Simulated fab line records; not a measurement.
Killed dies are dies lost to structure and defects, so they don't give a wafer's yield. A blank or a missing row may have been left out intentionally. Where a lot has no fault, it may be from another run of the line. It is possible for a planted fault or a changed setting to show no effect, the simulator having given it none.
The tool behind it: which one? ; flow sky130 ; 36 wafers from 12 lots sampled at 5 of the route's 708 steps

WHAT THE GAUGES READ, wafer by wafer
SKY_CAPM_THK_MEAS_01. Usual: CAPM_CVD_00_THK 15.54 nm, standard deviation 0.22.
lot;measured;on;CAPM_CVD_00_THK (nm);flag
L807;day 37 00:56;film metro-03;15.69 15.64 15.87;
L808;day 37 06:37;film metro-04;15.38 15.69 15.78;
L811;day 38 00:59;film metro-02;15.52 15.91 15.78;
L815;day 39 04:21;film metro-03;15.08 11.68 15.72;OFF
L817;day 39 15:32;film metro-02;15.20 15.35 11.53;OFF
L818;day 40 06:43;film metro-04;11.85 15.80 15.86;OFF
L824;day 41 13:02;film metro-04;15.50 15.32 15.62;
L825;day 42 06:21;film metro-02;15.49 15.42 15.90;
L826;day 42 09:19;film metro-03;15.69 15.05 15.33;
L827;day 42 12:59;film metro-02;15.75 15.66 16.05;
L828;day 42 20:27;film metro-03;15.47 15.60 15.65;
L829;day 43 01:08;film metro-03;15.76 15.40 15.45;

SKY_CAPM_RS_MEAS_03: a four-point-probe measurement. Usual: CAPM_TIN_RS 6.91 ohm/sq, standard deviation 0.062.
lot;measured;on;CAPM_TIN_RS (ohm/sq);flag
L807;day 37 01:07;film metro-04;6.89 6.91 6.99;
L808;day 37 06:49;film metro-02;6.86 6.89 6.82;
L811;day 38 01:10;film metro-03;6.81 6.91 6.96;
L815;day 39 04:31;film metro-02;6.86 6.86 6.93;
L817;day 39 15:43;film metro-03;6.96 6.88 6.85;
L818;day 40 06:54;film metro-03;6.95 6.98 6.93;
L824;day 41 13:13;film metro-02;7.01 6.92 7.06;
L825;day 42 06:31;film metro-02;7.00 6.99 6.98;
L826;day 42 09:29;film metro-02;7.00 6.93 6.97;
L827;day 42 13:10;film metro-03;6.96 6.88 6.95;
L828;day 42 20:38;film metro-04;6.95 6.90 6.84;
L829;day 43 01:19;film metro-04;6.82 6.86 6.85;

EACH LOT AND THE TOOL THAT RAN IT (in order: tool; ch and the chambers of the sampled wafers; start)
lot;SKY_METAL2_SPUTTER_01;SKY_VIA2_CMP_02;SKY_CAPM_CVD_00
L807;pvd sputter-01, day 34 16:43;cmp-01 ch 0,2, day 35 20:52;pecvd-01 ch 0,1, day 37 00:55
L808;pvd sputter-03, day 34 22:59;cmp-01 ch 1,2, day 36 02:49;pecvd-01 ch 0,1,2, day 37 06:35
L811;pvd sputter-03, day 35 17:32;cmp-01 ch 1,2,3, day 36 20:59;pecvd-04 ch 0,1,2, day 38 00:56
L815;pvd sputter-03, day 36 21:35;cmp-02 ch 1,2, day 38 00:49;pecvd-04 ch 0,1,2, day 39 04:20
L817;pvd sputter-01, day 37 10:14;cmp-01 ch 0,1,3, day 38 12:59;pecvd-04 ch 0,1,2, day 39 15:31
L818;pvd sputter-01, day 38 00:43;cmp-02 ch 1,3, day 39 03:37;pecvd-04 ch 0,1,2, day 40 06:41
L824;pvd sputter-03, day 39 09:20;cmp-01 ch 1,2, day 40 10:55;pecvd-01 ch 0,2, day 41 13:01
L825;pvd sputter-02, day 40 01:58;cmp-02 ch 2,3, day 41 04:04;pecvd-01 ch 0,1,2, day 42 06:19
L826;pvd sputter-02, day 40 05:32;cmp-01 ch 0,1,3, day 41 07:25;pecvd-02 ch 1,2, day 42 09:17
L827;pvd sputter-03, day 40 09:01;cmp-01 ch 0,2,3, day 41 10:59;pecvd-01 ch 0,1,2, day 42 12:58
L828;pvd sputter-03, day 40 17:41;cmp-02 ch 1,2, day 41 19:02;pecvd-01 ch 0,2, day 42 20:25
L829;pvd sputter-01, day 40 22:40;cmp-02 ch 0,2,3, day 41 23:48;pecvd-02 ch 0,1,2, day 43 01:07
- SKY_METAL2_SPUTTER_01: material TiN, target thk 20 nm, time 16.7 s.
- SKY_VIA2_CMP_02: polishes SiO2.
- SKY_CAPM_CVD_00: deposits SiO2, target thk 15.5 nm.

AS READ BY THE TOOLS THEMSELVES (means over the sampled wafers that have a number; for cases with no such wafer, the mark the record gives instead)
SKY_METAL2_SPUTTER_01. Usual: throttle valve pct 29.8 %, standard deviation 0.68.
lot;tool;throttle valve pct (%);flag
L807;pvd sputter-01;29.8;
L808;pvd sputter-03;29.4;
L811;pvd sputter-03;29.5;
L815;pvd sputter-03;29.3;
L817;pvd sputter-01;29.6;
L818;pvd sputter-01;29.4;
L824;pvd sputter-03;29.5;
L825;pvd sputter-02;30.3;
L826;pvd sputter-02;30.2;
L827;pvd sputter-03;29.2;
L828;pvd sputter-03;29.8;
L829;pvd sputter-01;30.1;

SKY_VIA2_CMP_02. Usual: motor current A 11.3 A, standard deviation 0.8.
lot;tool;motor current A (A);flag
L807;cmp-01;11.4;
L808;cmp-01;11.9;
L811;cmp-01;11.8;
L815;cmp-02;10.9;
L817;cmp-01;12.0;
L818;cmp-02;11.4;
L824;cmp-01;11.3;
L825;cmp-02;10.5;
L826;cmp-01;11.9;
L827;cmp-01;11.3;
L828;cmp-02;11.0;
L829;cmp-02;10.5;

SKY_CAPM_CVD_00. Usual: heater power w 692 W, standard deviation 72; susceptor temp C 399.99 C, standard deviation 0.23.
lot;tool;heater power w (W);susceptor temp C (C);flag
L807;pecvd-01;647;400.10;
L808;pecvd-01;692;399.92;
L811;pecvd-04;733;400.04;
L815;pecvd-04;697;399.96;
L817;pecvd-04;773;400.01;
L818;pecvd-04;736;399.98;
L824;pecvd-01;627;400.01;
L825;pecvd-01;634;400.22;
L826;pecvd-02;655;399.90;
L827;pecvd-01;676;400.08;
L828;pecvd-01;672;400.31;
L829;pecvd-02;725;399.74;

THE ANSWER, worked out from the rows above alone
Rule: a lot counts as off when the mean over its wafers that have a number is more than 3 standard deviations away from the usual mean. Also off: a lot with no number at a reading for which 4 or more lots have one. The other lots that the step has rows for count as sound. The gauges are gone through in route order, then the tools' own readings, and for those a lot's mean is taken as printed above. At the first step where some lot is off, the reading lying furthest off is the one used; lots without a number count as furthest.
Off: L815, L817, L818, seen at SKY_CAPM_THK_MEAS_01 (CAPM_CVD_00_THK).
A tool fits if, at a process step before that reading, it ran every lot that is off, and no sound lot after the first of them. Those tools and the gauges at SKY_CAPM_THK_MEAS_01 are tried in the same way. One candidate fits, namely pecvd-04 at SKY_CAPM_CVD_00. A fault onset in the window from L811 (day 38 00:56, its last sound lot) to L815 (day 39 04:20, its first lot off) fits.

WHAT WAS PUT IN BY THE SIMULATOR
pecvd-04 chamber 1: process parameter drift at SKY_CAPM_CVD_00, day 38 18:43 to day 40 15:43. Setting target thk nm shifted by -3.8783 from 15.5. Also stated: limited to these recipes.
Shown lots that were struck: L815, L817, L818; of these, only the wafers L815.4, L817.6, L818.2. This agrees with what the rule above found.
